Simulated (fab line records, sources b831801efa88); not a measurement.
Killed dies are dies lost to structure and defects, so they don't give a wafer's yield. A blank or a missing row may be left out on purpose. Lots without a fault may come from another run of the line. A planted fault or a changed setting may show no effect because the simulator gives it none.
Which tool did it? | flow sky130 | 12 lots, 36 wafers sampled, at 4 steps of a route of 708

WHAT THE GAUGES READ, wafer by wafer
SKY_PWDE_TW_MEAS_10.
lot  | measured    | on            | PWDE_TW
L352 | day 4 12:40 | film_metro-03 | 377.7 377.8 378.3
L353 | day 4 13:37 | film_metro-04 | 373.1 374.3 374.4
L354 | day 4 13:34 | film_metro-01 | 376.5 376.3 378.8
L356 | day 4 23:18 | film_metro-04 | 374.8 374.1 374.3
L357 | day 5 03:28 | film_metro-04 | 374.5 372.2 373.9
L358 | day 5 08:44 | film_metro-03 | 375.8 376.9 374.5
L360 | day 5 19:49 | film_metro-04 | 369.1 371.4 372.2
L361 | day 5 22:25 | film_metro-03 | 405.3 405.0 407.7
L363 | day 6 09:47 | film_metro-03 | 405.9 403.5 406.5
L368 | day 7 17:02 | film_metro-01 | 378.3 377.5 377.5
L373 | day 8 17:17 | film_metro-03 | 376.6 379.4 377.5
L375 | day 9 13:15 | film_metro-04 | 369.1 370.3 371.8

SKY_NWELL_RS_MEAS_31: measures by four-point-probe.
lot  | measured     | on            | PWDE_RS (ohm/sq)
L352 | day 6 00:50  | film_metro-03 | 5268 5290 5279
L353 | day 6 02:19  | film_metro-03 | 5278 5256 5258
L354 | day 6 02:05  | film_metro-01 | 5271 5261 5243
L356 | day 6 13:07  | film_metro-03 | 5251 5269 5248
L357 | day 6 16:31  | film_metro-03 | 5253 5279 5276
L358 | day 6 23:03  | film_metro-03 | 5286 5252 5260
L360 | day 7 10:52  | film_metro-01 | 5293 5306 5278
L361 | day 7 13:34  | film_metro-04 | 4295 4305 4303
L363 | day 8 01:52  | film_metro-03 | 4307 4306 4306
L368 | day 9 11:03  | film_metro-01 | 5273 5294 5281
L373 | day 10 13:28 | film_metro-03 | 5279 5277 5290
L375 | day 11 10:43 | film_metro-03 | 5294 5294 5298

SKY_VIA2_BOW_MEAS_03.
lot  | measured     | on            | VIA2_BOW (um)
L352 | day 36 03:13 | film_metro-01 | 83 89 89
L353 | day 36 02:24 | film_metro-01 | 86 82 89
L354 | day 36 01:25 | film_metro-03 | 87 84 83
L356 | day 36 12:09 | film_metro-03 | 94 87 90
L357 | day 36 22:03 | film_metro-03 | 78 70 86
L358 | day 37 04:31 | film_metro-01 | 91 89 88
L360 | day 37 23:41 | film_metro-01 | 100 77 96
L361 | day 38 05:44 | film_metro-02 | 96 80 75
L363 | day 38 14:43 | film_metro-01 | 88 90 83
L368 | day 40 00:54 | film_metro-03 | 96 90 80
L373 | day 41 23:07 | film_metro-01 | 78 93 77
L375 | day 42 07:02 | film_metro-01 | 83 93 96

WHICH TOOL RAN EACH LOT (tool, then ch and the chambers of the sampled wafers, then the start)
lot  | SKY_PWDE_IMPLANT_08
L352 | implanter-01 ch 0, day 4 12:26
L353 | implanter-03 ch 0, day 4 13:22
L354 | implanter-01 ch 0, day 4 13:22
L356 | implanter-03 ch 0, day 4 23:03
L357 | implanter-04 ch 0, day 5 03:13
L358 | implanter-01 ch 0, day 5 08:31
L360 | implanter-01 ch 0, day 5 19:34
L361 | implanter-01 ch 0, day 5 22:13
L363 | implanter-01 ch 0, day 6 09:26
L368 | implanter-03 ch 0, day 7 16:47
L373 | implanter-03 ch 0, day 8 17:04
L375 | implanter-01 ch 0, day 9 13:00
- SKY_PWDE_IMPLANT_08

WHAT THE TOOLS THEMSELVES READ (means of the sampled wafers that have a number; where no wafer has one, the mark that the record gives instead)
SKY_PWDE_IMPLANT_08.
lot  | tool         | beam_on_s (s) | end_station_pressure_torr (Torr) | faraday_current_uA
L352 | implanter-01 | 9.83          | 5.46e-06                         | 20.6
L353 | implanter-03 | 9.96          | 5.05e-06                         | 20.3
L354 | implanter-01 | 10.02         | 4.96e-06                         | 20.3
L356 | implanter-03 | 9.85          | 4.96e-06                         | 20.6
L357 | implanter-04 | 10.24         | 5.19e-06                         | 19.8
L358 | implanter-01 | 9.90          | 5.00e-06                         | 20.5
L360 | implanter-01 | 10.11         | 5.22e-06                         | 20.1
L361 | implanter-01 | 12.71         | 5.22e-06                         | 16.0
L363 | implanter-01 | 13.13         | 5.03e-06                         | 15.5
L368 | implanter-03 | 10.01         | 5.14e-06                         | 20.3
L373 | implanter-03 | 9.88          | 5.04e-06                         | 20.6
L375 | implanter-01 | 10.09         | 4.95e-06                         | 20.1

THE ANSWER, worked out from the rows above alone
Rule: what is usual is taken from the lots themselves. Put in order of their means at a reading, lots are off if they are a third of the lots or fewer, leave a main group of 4 or more, and stand apart from it by a gap of 3 or more times the standard deviation of the main group's means; of several such gaps the widest counts. A main group whose means are all the same, to the digits that the tables above print for the reading, isn't used. A lot without any number at a reading at which 4 lots or more have one is off too. The other lots that the step has rows for count as sound. The gauges are gone through in route order, then the tools' own readings, and for those a lot's mean is taken as printed above. The first step at which some lot is off is used, and at that step the reading that is off furthest; a lot without a number counts as furthest.
Off: L361, L363, at SKY_PWDE_TW_MEAS_10 (PWDE_TW). The main group: mean 375.0, standard deviation 2.7.
A tool fits if, at a process step before that reading, it ran every lot that is off, and no sound lot after the first of them. The gauges at SKY_PWDE_TW_MEAS_10 aren't tried: what is off there is off at SKY_PWDE_IMPLANT_08 too, on other tools, and a gauge's error can't cause that. None of those tried fits.

WHAT THE SIMULATOR HAD PUT IN
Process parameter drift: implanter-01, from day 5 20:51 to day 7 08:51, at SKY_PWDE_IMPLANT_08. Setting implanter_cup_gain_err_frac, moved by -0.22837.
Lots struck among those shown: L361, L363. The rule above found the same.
